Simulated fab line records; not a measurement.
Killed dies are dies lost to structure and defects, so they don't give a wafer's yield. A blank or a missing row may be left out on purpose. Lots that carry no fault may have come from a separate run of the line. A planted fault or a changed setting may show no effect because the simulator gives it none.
Which tool is to blame? + flow gf180mcu + 13 lots with 39 wafers sampled at 3 steps, on a route of 602 steps

WHAT THE GAUGES READ, wafer by wafer
GF_HV_LDD_TW_MEAS_50.
| lot  | measured     | on            | HV_LDD_4_TW |
|------|--------------|---------------|-------------|
| L718 | day 12 11:57 | film-metro-02 | 573 571 575 |
| L719 | day 12 17:08 | film-metro-04 | 561 561 563 |
| L721 | day 13 10:56 | film-metro-03 | 562 566 567 |
| L722 | day 13 19:59 | film-metro-02 | 575 575 573 |
| L723 | day 14 04:11 | film-metro-04 | 563 560 563 |
| L724 | day 14 12:08 | film-metro-04 | 560 562 559 |
| L729 | day 16 03:59 | film-metro-02 | 578 572 576 |
| L733 | day 17 11:11 | film-metro-02 | 578 578 577 |
| L736 | day 18 12:06 | film-metro-04 | 563 565 565 |
| L737 | day 18 18:56 | film-metro-03 | 561 563 563 |
| L738 | day 19 03:50 | film-metro-03 | 563 566 564 |
| L739 | day 19 11:16 | film-metro-04 | 567 567 568 |
| L740 | day 19 22:04 | film-metro-04 | 564 568 566 |

GF_SALICIDE_RS_MEAS_04: measures by four-point-probe.
| lot  | measured     | on            | SALICIDE_TIN_RS (ohm/sq) |
|------|--------------|---------------|--------------------------|
| L718 | day 15 08:05 | film-metro-04 | 16.55 15.95 16.55        |
| L719 | day 15 11:40 | film-metro-04 | 16.90 16.43 16.56        |
| L721 | day 16 06:42 | film-metro-03 | 16.01 16.20 16.61        |
| L722 | day 16 16:29 | film-metro-03 | 16.08 16.64 16.55        |
| L723 | day 17 02:59 | film-metro-03 | 16.61 16.48 16.03        |
| L724 | day 17 10:19 | film-metro-03 | 16.17 16.44 16.06        |
| L729 | day 19 05:12 | film-metro-01 | 16.76 16.57 16.62        |
| L733 | day 20 17:39 | film-metro-04 | 8.83 16.28 8.74          |
| L736 | day 21 17:34 | film-metro-01 | 16.09 8.84 16.38         |
| L737 | day 21 23:56 | film-metro-01 | 15.86 16.15 16.45        |
| L738 | day 22 08:43 | film-metro-04 | 16.13 15.99 16.10        |
| L739 | day 22 15:44 | film-metro-01 | 16.16 16.26 16.16        |
| L740 | day 23 02:05 | film-metro-01 | 16.17 16.06 16.17        |

TOOL THAT RAN EACH LOT (tool first, then ch and the chambers of the sampled wafers, then the start)
| lot  | GF_SALICIDE_SPUTTER_02       |
|------|------------------------------|
| L718 | pvd-sputter-04, day 15 08:00 |
| L719 | pvd-sputter-04, day 15 11:36 |
| L721 | pvd-sputter-04, day 16 06:37 |
| L722 | pvd-sputter-04, day 16 16:26 |
| L723 | pvd-sputter-04, day 17 02:55 |
| L724 | pvd-sputter-02, day 17 10:16 |
| L729 | pvd-sputter-03, day 19 05:07 |
| L733 | pvd-sputter-04, day 20 17:34 |
| L736 | pvd-sputter-04, day 21 17:29 |
| L737 | pvd-sputter-02, day 21 23:53 |
| L738 | pvd-sputter-02, day 22 08:40 |
| L739 | pvd-sputter-02, day 22 15:40 |
| L740 | pvd-sputter-02, day 23 02:02 |
- GF_SALICIDE_SPUTTER_02: material Co, target thk 10 nm, time 20 s.

AS READ BY THE TOOLS THEMSELVES (means over the sampled wafers that have a number; for cases with no such wafer, the mark the record gives instead)
GF_SALICIDE_SPUTTER_02.
| lot  | tool           | throttle-valve-pct (%) |
|------|----------------|------------------------|
| L718 | pvd-sputter-04 | 29.3                   |
| L719 | pvd-sputter-04 | 29.0                   |
| L721 | pvd-sputter-04 | 29.0                   |
| L722 | pvd-sputter-04 | 29.9                   |
| L723 | pvd-sputter-04 | 29.6                   |
| L724 | pvd-sputter-02 | 30.4                   |
| L729 | pvd-sputter-03 | 29.0                   |
| L733 | pvd-sputter-04 | 29.0                   |
| L736 | pvd-sputter-04 | 28.6                   |
| L737 | pvd-sputter-02 | 30.6                   |
| L738 | pvd-sputter-02 | 30.3                   |
| L739 | pvd-sputter-02 | 30.5                   |
| L740 | pvd-sputter-02 | 30.4                   |

THE ANSWER, worked out from the rows above alone
Rule: usual is defined by the lots themselves. Put in order of their means at a reading, lots are off if they are a third of the lots or fewer, leave a main group of 4 or more, and stand apart from it by a gap of 3 or more times the standard deviation of the main group's means; of several such gaps the widest counts. Not used: any main group whose means are identical at the precision the tables above print for the reading. Also off: a lot with no number at a reading for which 4 or more lots have one. The other lots that the step has rows for count as sound. After the gauges, taken in route order, come the tools' own readings; for these a lot's mean is taken, as printed above. At the first step where some lot is off, the reading lying furthest off is the one used; lots without a number count as furthest.
Off: at GF_SALICIDE_RS_MEAS_04 (SALICIDE_TIN_RS), L733, L736. For the main group the mean is 16.32 ohm/sq and the standard deviation 0.18.
If a tool, at a process step before that reading, ran all the lots that are off and no sound lot after the first of them, it fits. The gauges at GF_SALICIDE_RS_MEAS_04 are tried like those tools. One fits: pvd-sputter-04 at GF_SALICIDE_SPUTTER_02. Its last sound lot is L723 (day 17 02:55), its first lot that is off L733 (day 20 17:34): a fault that began between those two fits.

WHAT WAS PUT IN BY THE SIMULATOR
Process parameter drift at GF_SALICIDE_SPUTTER_02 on pvd-sputter-04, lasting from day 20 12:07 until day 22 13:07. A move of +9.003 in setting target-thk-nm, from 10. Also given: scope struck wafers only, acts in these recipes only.
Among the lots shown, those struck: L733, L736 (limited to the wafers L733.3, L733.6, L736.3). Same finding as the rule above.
